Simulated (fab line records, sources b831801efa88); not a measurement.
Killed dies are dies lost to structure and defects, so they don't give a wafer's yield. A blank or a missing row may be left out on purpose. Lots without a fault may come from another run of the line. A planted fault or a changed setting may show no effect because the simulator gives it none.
Which tool did it? | flow gf180mcu | 11 lots, 33 wafers sampled, at 1 step of a route of 602

WHAT THE GAUGES READ, wafer by wafer
GF_STI_BOW_MEAS_00.
lot  | measured    | on            | INCOMING_BOW (um)
L228 | day 1 10:02 | film_metro-03 | 10 -3 5
L229 | day 1 15:01 | film_metro-04 | 6 -10 -4
L230 | day 1 20:04 | film_metro-04 | 4 1 5
L232 | day 2 06:00 | film_metro-03 | 6 4 2
L235 | day 2 21:01 | film_metro-03 | 4 11 -5
L239 | day 3 17:01 | film_metro-02 | 15 -7 -2
L242 | day 4 08:00 | film_metro-03 | 7 -5 1
L246 | day 5 04:00 | film_metro-03 | -16 -7 -6
L247 | day 5 09:02 | film_metro-04 | 3 7 13
L248 | day 5 14:01 | film_metro-04 | -4 3 5
L251 | day 6 05:00 | film_metro-02 | 2 -2 1

WHICH TOOL RAN EACH LOT (tool, then ch and the chambers of the sampled wafers, then the start)
The record holds no process step before these readings.

WHAT THE TOOLS THEMSELVES READ (means of the sampled wafers that have a number; where no wafer has one, the mark that the record gives instead)
The record holds no such reading with a usual standard deviation.

THE ANSWER, worked out from the rows above alone
Rule: what is usual is taken from the lots themselves. Put in order of their means at a reading, lots are off if they are a third of the lots or fewer, leave a main group of 4 or more, and stand apart from it by a gap of 3 or more times the standard deviation of the main group's means; of several such gaps the widest counts. A main group whose means are all the same, to the digits that the tables above print for the reading, isn't used. A lot without any number at a reading at which 4 lots or more have one is off too. The other lots that the step has rows for count as sound. The gauges are gone through in route order, then the tools' own readings, and for those a lot's mean is taken as printed above. The first step at which some lot is off is used, and at that step the reading that is off furthest; a lot without a number counts as furthest.
No lot is off at any reading shown: from this, nothing can be told.

WHAT THE SIMULATOR HAD PUT IN
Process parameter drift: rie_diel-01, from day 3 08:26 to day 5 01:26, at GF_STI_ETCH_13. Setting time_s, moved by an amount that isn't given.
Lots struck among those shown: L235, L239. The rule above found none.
